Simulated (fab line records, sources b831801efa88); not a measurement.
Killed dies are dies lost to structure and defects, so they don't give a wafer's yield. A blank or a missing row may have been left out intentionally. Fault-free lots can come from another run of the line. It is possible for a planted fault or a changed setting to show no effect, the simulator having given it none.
fab line records    flow sky130
[record] lots = 7  wafers = 19  lastDay = 50
route steps=708 shown SONOS_TUNNEL@166 SONOS_ONO@168 PAD_OPEN@708
lots that met no fault: taken from a fault-free run of the same line
startH: hours from the record's first day to the start of the lot's first wafer shown    waitH: hours elapsed since this lot's preceding step    " repeats the value in the row above    L1.1+2: a single row standing in for several wafers    - no value present, or no start provided    * or withheld: withheld    < > ~ a bound
route shown NAME@n: NAME is a module with steps in the file, n the number in the route of the first one    usual: mean and standard deviation over wafers with no fault    same: alike in all rows    chamber/n: place in a boat    sites: per-site readings    _std_site: standard deviation across them    _edge_site: the outer-site mean with the inner-site mean subtracted    radiusMm: for every site, how far away it sits from the centre of the wafer    mask NAME#n: copy n    behind: the last tool/chamber to shape the wafer    hold: cause of the lot's hold/its duration in hours/its outcome    device: the n, p or np transistor that did not switch    end of line: the same wafers' tests at the end of the route    where a step has no rows: the recipe by itself    killed: not the wafer's yield, but the dies lost to structure and defects at the first sort    map: a wafer's dies, marking killed ones x, the rest . and places with no die _
set.NAME: the setting as run; set.NAME@STEP: as run at that earlier step    model.NAME: the simulator's own value behind a step, which no gauge read
a table for each step, a row for each wafer; lots at some steps of the route
services: the hour from which a tool's chamber was out of use, counted from the record's first day as startH (under 0 if before that day), plus the number of hours and why
[[steps]]
[step SKY_SONOS_TUNNEL_TW_MEAS_12]
[usual] SONOS_TUNNEL_TW = 196.4/0.99
lot.wafer  tool          chamber  startH  waitH  SONOS_TUNNEL_TW
L465.2     filmMetro-02  -        307.67  0.0    195.9
L465.4     "             -        "       "      195.0
L465.5     "             -        "       "      195.3
L466.1     filmMetro-02  -        320.59  0.0    195.1
L466.3     "             -        "       "      196.7
L466.4     "             -        "       "      195.7
L469.2     filmMetro-03  -        345.21  0.0    196.1
L469.3     "             -        "       "      196.8
L469.6     "             -        "       "      196.6
L471.2     filmMetro-03  -        361.96  0.0    196.8
L471.4     "             -        "       "      196.9
L472.2     filmMetro-04  -        370.55  0.0    196.9
L472.3     "             -        "       "      195.9
L478.1     filmMetro-03  -        424.34  0.0    196.1
L478.2     "             -        "       "      198.4
L478.5     "             -        "       "      197.1
L480.1     filmMetro-03  -        436.59  0.0    197.2
L480.2     "             -        "       "      197.4
L480.3     "             -        "       "      198.6
[step SKY_SONOS_TUNNEL_CLEAN_13]
[recipe] chemistry = dHF  timeS = 20  dilution = 100:1  dry = ipaMarangoni
[step SKY_SONOS_ONO_OXIDATION_00]
[recipe] tempC = 800  ambient = O2  idleTempC = 700  rampUpCPerMin = 10  rampDownCPerMin = 3  stabiliseS = 600  purgeS = 300  targetThkA = 26  oxTimeS = 1249
[step SKY_SONOS_ONO_THK_MEAS_01]
[recipe] reads = SiO2_of_SONOS_ONO_OXIDATION_00
[usual] SONOS_ONO_OXIDATION_THK = 2.60/0.056
lot.wafer  tool          chamber  startH  waitH  SONOS_ONO_OXIDATION_THK[nm]
L465.2     filmMetro-03  -        310.22  0.0    2.64
L465.4     "             -        "       "      2.63
L465.5     "             -        "       "      2.70
L466.1     filmMetro-01  -        322.98  0.0    2.55
L466.3     "             -        "       "      2.57
L466.4     "             -        "       "      2.62
L469.2     filmMetro-03  -        347.96  0.0    2.61
L469.3     "             -        "       "      2.59
L469.6     "             -        "       "      2.61
L471.2     filmMetro-03  -        363.38  0.0    2.58
L471.4     "             -        "       "      2.66
L472.2     filmMetro-03  -        372.67  0.0    2.70
L472.3     "             -        "       "      2.72
L478.1     filmMetro-04  -        425.76  0.0    2.62
L478.2     "             -        "       "      2.60
L478.5     "             -        "       "      2.61
L480.1     filmMetro-04  -        438.01  0.0    2.61
L480.2     "             -        "       "      2.59
L480.3     "             -        "       "      2.59
[step SKY_SONOS_ONO_CVD_02]
[recipe] material = Si3N4  precursor = DCS/NH3  targetThkNm = 10.5  tempC = 770  timeS = 180  pressureMtorr = 250
[step SKY_SONOS_ONO_THK_MEAS_03]
[recipe] reads = Si3N4_of_SONOS_ONO_CVD_02
[usual] SONOS_ONO_CVD_02_THK = 10.41/0.13
lot.wafer  tool          chamber  startH  waitH  SONOS_ONO_CVD_02_THK[nm]
L465.2     filmMetro-04  -        314.23  0.0    10.23
L465.4     "             -        "       "      10.23
L465.5     "             -        "       "      10.26
L466.1     filmMetro-04  -        324.53  0.0    10.54
L466.3     "             -        "       "      10.64
L466.4     "             -        "       "      10.56
L469.2     filmMetro-01  -        352.10  0.0    10.47
L469.3     "             -        "       "      10.51
L469.6     "             -        "       "      10.50
L471.2     filmMetro-03  -        364.98  0.0    10.41
L471.4     "             -        "       "      10.44
L472.2     filmMetro-01  -        376.29  0.0    10.49
L472.3     "             -        "       "      10.49
L478.1     filmMetro-04  -        426.87  0.0    10.13
L478.2     "             -        "       "      10.31
L478.5     "             -        "       "      10.31
L480.1     filmMetro-04  -        439.12  0.0    10.42
L480.2     "             -        "       "      10.59
L480.3     "             -        "       "      10.46
[step SKY_SONOS_ONO_CVD_04]
[recipe] material = SiO2  precursor = SiH4/N2O  targetThkNm = 5.7199  tempC = 900  pressureMtorr = 400
[step SKY_SONOS_ONO_THK_MEAS_05]
[recipe] reads = SiO2_of_SONOS_ONO_CVD_04
[usual] SONOS_ONO_CVD_04_THK = 5.72/0.13
lot.wafer  tool          chamber  startH  waitH  SONOS_ONO_CVD_04_THK[nm]
L465.2     filmMetro-03  -        315.54  0.0    5.70
L465.4     "             -        "       "      5.74
L465.5     "             -        "       "      5.73
L466.1     filmMetro-03  -        325.84  0.0    5.55
L466.3     "             -        "       "      5.57
L466.4     "             -        "       "      5.73
L469.2     filmMetro-03  -        354.04  0.0    5.81
L469.3     "             -        "       "      5.78
L469.6     "             -        "       "      5.80
L471.2     filmMetro-03  -        366.29  0.0    5.74
L471.4     "             -        "       "      5.59
L472.2     filmMetro-01  -        377.60  0.0    5.81
L472.3     "             -        "       "      5.73
L478.1     filmMetro-04  -        428.18  0.0    5.78
L478.2     "             -        "       "      5.81
L478.5     "             -        "       "      5.87
L480.1     filmMetro-01  -        441.06  0.0    6.02
L480.2     "             -        "       "      5.84
L480.3     "             -        "       "      5.87
[step SKY_SONOS_ONO_DEHYDRATE_06]
[recipe] tempC = 200  timeS = 60
[step SKY_SONOS_ONO_HMDS_07]
[recipe] primeTimeS = 60  primeTempC = 120
[step SKY_SONOS_ONO_COAT_08]
[recipe] resist = NOVOLAK  spinRpm = 3000  resistThkNm = 1140
[step SKY_SONOS_ONO_SOFTBAKE_09]
[recipe] tempC = 90  timeS = 60  resist = NOVOLAK
[step SKY_SONOS_ONO_EXPOSE_10]
[recipe] maskId = ONOM  targetCdNm = 410  na = 0.6  sourceShape = conventional  sigmaOuter = 0.6  doseMj = 150
[usual] focusOffsetNm = 0.1/0.51
lot.wafer  tool             chamber  startH  waitH  mask    focusOffsetNm
L465.2     ilineStepper-01  0        328.94  -      ONOM#0  -0.1
L465.4     "                0        "       "      ONOM#0  0.1
L465.5     "                0        "       "      ONOM#0  0.3
L466.1     ilineStepper-01  0        339.78  -      ONOM#0  0.3
L466.3     "                0        "       "      ONOM#0  -0.1
L466.4     "                0        "       "      ONOM#0  0.3
L469.2     ilineStepper-01  0        368.78  -      ONOM#0  1.2
L469.3     "                0        "       "      ONOM#0  0.1
L469.6     "                0        "       "      ONOM#0  0.7
L471.2     ilineStepper-01  0        380.41  -      ONOM#0  0.1
L471.4     "                0        "       "      ONOM#0  -0.6
L472.2     ilineStepper-01  0        391.94  -      ONOM#0  -0.1
L472.3     "                0        "       "      ONOM#0  0.3
L478.1     ilineStepper-01  0        443.85  -      ONOM#0  0.2
L478.2     "                0        "       "      ONOM#0  -0.3
L478.5     "                0        "       "      ONOM#0  -0.1
L480.1     ilineStepper-01  0        456.98  -      ONOM#0  -1.2
L480.2     "                0        "       "      ONOM#0  -1.1
L480.3     "                0        "       "      ONOM#0  -0.5
[step SKY_SONOS_ONO_PEB_11]
[recipe] tempC = withheld  timeS = *  resist = NOVOLAK
[step SKY_SONOS_ONO_DEVELOP_12]
[recipe] developTimeS = 60  devTempC = 23
[step SKY_SONOS_ONO_CD_MEAS_13]
[recipe] targetCdNm = 410
[usual] cdNm = 409.9/2
lot.wafer  tool      chamber  startH  waitH  cdNm
L465.2     cdSem-01  -        342.74  0.1    412.2
L465.4     "         -        "       "      411.9
L465.5     "         -        "       "      411.7
L466.1     cdSem-02  -        352.98  0.1    408.7
L466.3     "         -        "       "      410.2
L466.4     "         -        "       "      408.5
L469.2     cdSem-02  -        382.39  0.1    356.2
L469.3     "         -        "       "      406.9
L469.6     "         -        "       "      408.1
L471.2     cdSem-01  -        394.89  0.1    358.8
L471.4     "         -        "       "      358.6
L472.2     cdSem-02  -        406.50  0.1    360.3
L472.3     "         -        "       "      409.0
L478.1     cdSem-01  -        459.42  0.1    407.1
L478.2     "         -        "       "      406.7
L478.5     "         -        "       "      407.4
L480.1     cdSem-01  -        472.28  0.1    412.4
L480.2     "         -        "       "      409.6
L480.3     "         -        "       "      412.9
[step SKY_SONOS_ONO_OVL_MEAS_14]
[usual] SONOS_ONO_OVL = -0.4/1.8
lot.wafer  tool        chamber  startH  waitH  SONOS_ONO_OVL[nm]
L465.2     overlay-02  -        342.84  0.1    -0.3
L465.4     "           -        "       "      0.7
L465.5     "           -        "       "      1.3
L466.1     overlay-01  -        353.10  0.1    -0.6
L466.3     "           -        "       "      -1.0
L466.4     "           -        "       "      0.2
L469.2     overlay-01  -        382.50  0.1    -2.1
L469.3     "           -        "       "      -0.3
L469.6     "           -        "       "      -2.5
L471.2     overlay-01  -        395.00  0.1    -1.1
L471.4     "           -        "       "      -2.3
L472.2     overlay-01  -        406.61  0.1    -3.2
L472.3     "           -        "       "      -3.0
L478.1     overlay-02  -        459.54  0.1    1.5
L478.2     "           -        "       "      0.8
L478.5     "           -        "       "      0.8
L480.1     overlay-02  -        472.40  0.1    0.6
L480.2     "           -        "       "      -1.1
L480.3     "           -        "       "      -2.9
[step SKY_SONOS_ONO_ETCH_15]
[recipe] targetDepthNm = 19.52  chemistry = CHF3/O2  sourceW = 600  biasW = 200  pressureMtorr = 40  chf3FlowSccm = 50  O2_flow_sccm = 5  timeS = 7.8
[usual] drypumpMotorCurrentA = 5.7/0.33  oesProductAu = 0.996/0.0095  throttleValvePct = 8.824/0.0088
lot.wafer  tool        chamber  startH  waitH  drypumpMotorCurrentA  oesProductAu  rfHoursCounterH  throttleValvePct  model.SONOS_ONO.cdNm
L465.2     rieDiel-04  0        342.87  0.0    5.5                   0.990         3                8.824             412.7
L465.4     "           1        "       "      5.2                   1.010         10               8.814             411.8
L465.5     "           3        "       "      5.9                   0.996         -                8.821             411.9
L466.1     rieDiel-03  0        353.14  0.0    5.3                   0.993         52               8.823             408.5
L466.3     "           2        "       "      5.7                   0.993         13               8.815             409.8
L466.4     "           1        "       "      5.7                   0.994         37               8.815             408.8
L469.2     rieDiel-04  1        382.53  0.0    5.2                   1.017         11               8.817             356.1
L469.3     "           3        "       "      5.9                   0.988         8                8.819             407
L469.6     "           0        "       "      5.5                   0.972         -                8.823             408.2
L471.2     rieDiel-04  0        395.03  0.0    5.5                   0.990         4                8.815             359
L471.4     "           2        "       "      6.3                   1.002         12               8.838             358.7
L472.2     rieDiel-03  2        406.64  0.0    5.7                   1.003         14               8.825             360.3
L472.3     "           1        "       "      5.6                   0.991         38               8.808             409.2
L478.1     rieDiel-02  2        459.57  0.0    5.3                   1.002         1                8.821             407.2
L478.2     "           0        "       "      5.4                   0.994         3                8.820             406.6
L478.5     "           1        "       "      6.1                   1.001         -                8.838             407.9
L480.1     rieDiel-02  2        472.44  0.0    5.3                   0.997         1                8.825             412.3
L480.2     "           3        "       "      5.6                   1.002         78               8.806             409.7
L480.3     "           1        "       "      6.1                   1.014         5                8.838             413
[step SKY_SONOS_ONO_WET_ETCH_16]
[recipe] chemistry = dHF  targetDepthNm = 14  dry = n2Spin  target = SiO2  dilution = 100:1  tempC = 25  timeS = 280
[step SKY_PAD_OPEN_PROBE_99]
[usual] killed_at_M0_to_M3 = 44/7.5  killed_at_M4_up = 3.2/1.9  killedAtContacts = 23/4.7  killedAtFrontEnd = 15/4.7  killedAtOther = 0.4/0.66  killedDies = 87/9.3  killedOpen = 47/7.2  killedShort = 39/6.5
[same] grossDies = 492  killedAtBackSide = 0
lot.wafer  tool       chamber  startH   waitH  killed_at_M0_to_M3  killed_at_M4_up  killedAtContacts  killedAtFrontEnd  killedAtOther  killedDies  killedOpen  killedShort
L469.2     prober-02  -        1149.79  0.1    46                  6                26                40                0              118         46          44
L471.2     prober-02  -        1154.85  0.1    54                  2                21                40                1              118         48          48
L471.4     prober-02  -        1154.95  0.2    47                  2                19                45                0              113         59          32
L472.2     prober-01  -        1164.03  0.1    50                  5                26                26                0              107         41          52
// killed by level:class
L469.2 SONOS_ONO:areaExpose=28 VIA1:geometricParticle:open=13 LI_CONTACT:geometricParticle:open=10 CONTACT:geometricParticle:short=6 VIA1:geometricParticle:short=6 VIA3:geometricParticle:open=6 METAL1:geometricParticle:short=5 VIA2:geometricParticle:open=5
L471.2 SONOS_ONO:areaExpose=22 CONTACT:geometricParticle:open=11 VIA1:geometricParticle:open=11 METAL2:geometricParticle:short=9 METAL1:geometricParticle:short=8 VIA1:geometricParticle:short=7 FIELD_ISO:geometricParticle:short=6 VIA2:geometricParticle:open=6
L471.4 SONOS_ONO:areaExpose=21 VIA1:geometricParticle:open=10 POLY_GATE:geometricParticle:open=8 VIA3:geometricParticle:open=8 LI_CONTACT:geometricParticle:open=7 METAL1:geometricParticle:short=7 VIA2:geometricParticle:open=6 FIELD_ISO:geometricParticle:open=5
L472.2 SONOS_ONO:areaExpose=14 VIA1:geometricParticle:open=13 CONTACT:geometricParticle:open=8 VIA2:geometricParticle:open=7 LI_CONTACT:geometricParticle:short=6 VIA3:geometricParticle:short=6 METAL4:geometricParticle:short=5 LOCAL_INTERCONNECT:geometricParticle:short=5
// map L469.2 (x killed, . not)
__________.........._________
________.............._______
______.x.........x...xx._____
_____...x..x..x..x.......____
____.........xxx...xx.....___
___...x..x..x.............x__
__......x.x..x.........xx..._
_x..x..x...x.x.x..........x.x
_.x.x......x..x....x.x.......
_xx......xx.x..x......x......
_....x.xx.x...x.xx.x..x..x..x
_x.xxx....xxx.x..x.....xx....
_......xx..xxxx....x.xx...x..
_............xx.......x......
_.........xxxx.x........x...x
__..x...x........x...x......_
___x..xx.x....x.xx....x..xx__
____....x.x.x...xx.x.x....___
_____x....x.......x.x....____
______...x..x.......x.x._____
________.....x.....x.._______
__________......xx.._________
// map L471.2 (x killed, . not)
__________.xx...x..._________
________..x...xx......_______
______...x.........x...._____
_____.....x......x...xxx.____
____.................x....___
___x.....x.....x..x...xxx..__
__.xx.......x.....x........._
_....x........x......x.x.....
_..........xxx..x....x...x..x
_.xx..x...x.x.x........x.....
_......x.x.xxx...xxx..x......
_x........x....x..........x..
_..x..x.x.x...x......x.x...x.
_........xx..x...x.x...x..xx.
_.....x....xx..x...x.x.x.x...
__.xx......xx...x..x..xx.x.._
___...x.xx..xxx..xx......x.__
____.....x.x.x..xx.x......___
_____x..xx..x...x.x.....x____
______x........x....x..._____
________..x...x......._______
__________......x..x_________
[[services]]
tool             chamber  startH  hours  kind
ilineStepper-01  -        314.25  4.0    repair
rieDiel-02       1        320.62  15.2   repair
ilineStepper-01  0        335.51  -      calibration
ilineStepper-01  -        347.88  2.3    repair
ilineStepper-01  -        357.10  1.7    pm
rieDiel-03       -        361.37  1.0    repair
rieDiel-03       0        370.41  12.1   repair
rieDiel-04       -        384.99  0.5    repair
rieDiel-02       2        390.17  -      clean
rieDiel-02       2        390.17  16.8   scheduledDown
rieDiel-02       2        390.17  16.8   ventCycle
rieDiel-03       3        394.94  -      clean
rieDiel-03       3        394.94  17.8   scheduledDown
rieDiel-03       3        394.94  17.8   ventCycle
rieDiel-04       3        405.21  4.1    repair
rieDiel-02       3        419.49  19.4   repair
rieDiel-04       -        421.18  0.4    repair
rieDiel-03       2        467.65  3.3    repair
[[key]]
[firstSign] step = SKY_SONOS_ONO_CD_MEAS_13  reading = cdNm  direction = down  sigmas = 26  usual = 409.9  struck = 358.5
[effect] step = SKY_PAD_OPEN_PROBE_99  reading = killedAtFrontEnd  direction = up  sigmas = 4.9  usual = 15  struck = 38
[modelEffect] step = SKY_SONOS_ONO_ETCH_15  value = SONOS_ONO.cdNm  without = 409  struck = 358.5
[moreKillsBornAt] SKY_SONOS_ONO_EXPOSE_10@ilineStepper-01 = 85
metAt SKY_SONOS_ONO_EXPOSE_10
struckWafers L469.2,L471.2,L471.4,L472.2
testerLeftOut L469,L471,L472
onsetBetween 339.78 368.78
[fault] kind = processParameterDrift  tool = ilineStepper-01  chamber = -  onsetH = 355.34  steps = SKY_SONOS_ONO_EXPOSE_10  channel = focusNm  offset = 613.74  shape = step  endH = 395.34  scope = struckWafersOnly
// testerLeftOut: of these lots the tester's yield and bins aren't shown, on N5 and GAA mostly nor the transistor test; their killed dies are dies lost to structure and defects alone, not to doping, threshold or leakage, so they don't give the yield
